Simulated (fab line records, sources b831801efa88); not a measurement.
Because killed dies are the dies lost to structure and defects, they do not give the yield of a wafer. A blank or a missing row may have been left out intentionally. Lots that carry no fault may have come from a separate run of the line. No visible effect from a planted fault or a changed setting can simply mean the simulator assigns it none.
Matching of chambers -- flow sky130 -- 4 sister chambers for SKY_LI_CONTACT_CMP_02 on cmp-01
The step polishes PSG. 8 wafers are shown with their chamber, then 8 later ones without.

WAFERS, EACH WITH ITS CHAMBER
wafer,chamber,motorCurrentA (A),retainingRingPressureFrac
L800.4,1,12.2,1.010
L801.6,2,11.1,0.991
L803.3,2,10.9,1.010
L803.4,3,11.6,1.004
L807.1,1,12.1,1.001
L807.4,0,11.5,1.001
L807.6,0,11.5,1.001
L809.3,3,11.2,0.991

WAFERS MISSING THEIR CHAMBER
wafer,motorCurrentA (A),retainingRingPressureFrac
L809.4,11.0,1.005
L809.6,12.8,0.993
L810.2,11.7,0.988
L810.4,11.3,1.005
L810.6,11.7,0.998
L811.2,11.6,0.988
L811.3,11.7,1.006
L811.5,11.6,0.985

WHICH CHAMBER EACH WENT THROUGH
wafer,from the rows above,in truth
L809.4,2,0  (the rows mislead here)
L809.6,1,1
L810.2,can't be placed: 0 or 3 or 1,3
L810.4,can't be placed: 3 or 0 or 2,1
L810.6,can't be placed: 0 or 3 or 1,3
L811.2,can't be placed: 0 or 3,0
L811.3,can't be placed: 0 or 3 or 1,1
L811.5,can't be placed: 3 or 0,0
Correctly placed: 1 of 8. Not placeable from these rows: 6 (in 5, the candidates include the true chamber). Placed wrongly: 1.
How it was worked out, from the rows above alone: a wafer's distance from a chamber is the root of the sum, over the readings, of the square of ((its reading less the chamber's mean) divided by the reading's scatter). If the next closest chamber is less than 2 further off than the closest, the wafer can't be placed; otherwise it belongs to the closest. For every chamber, the mean is computed from those of its wafers that are shown. The scatter: take each reading less its chamber's mean, square it, sum over the shown wafers, divide by the number of wafers less the number of chambers, and take the root.
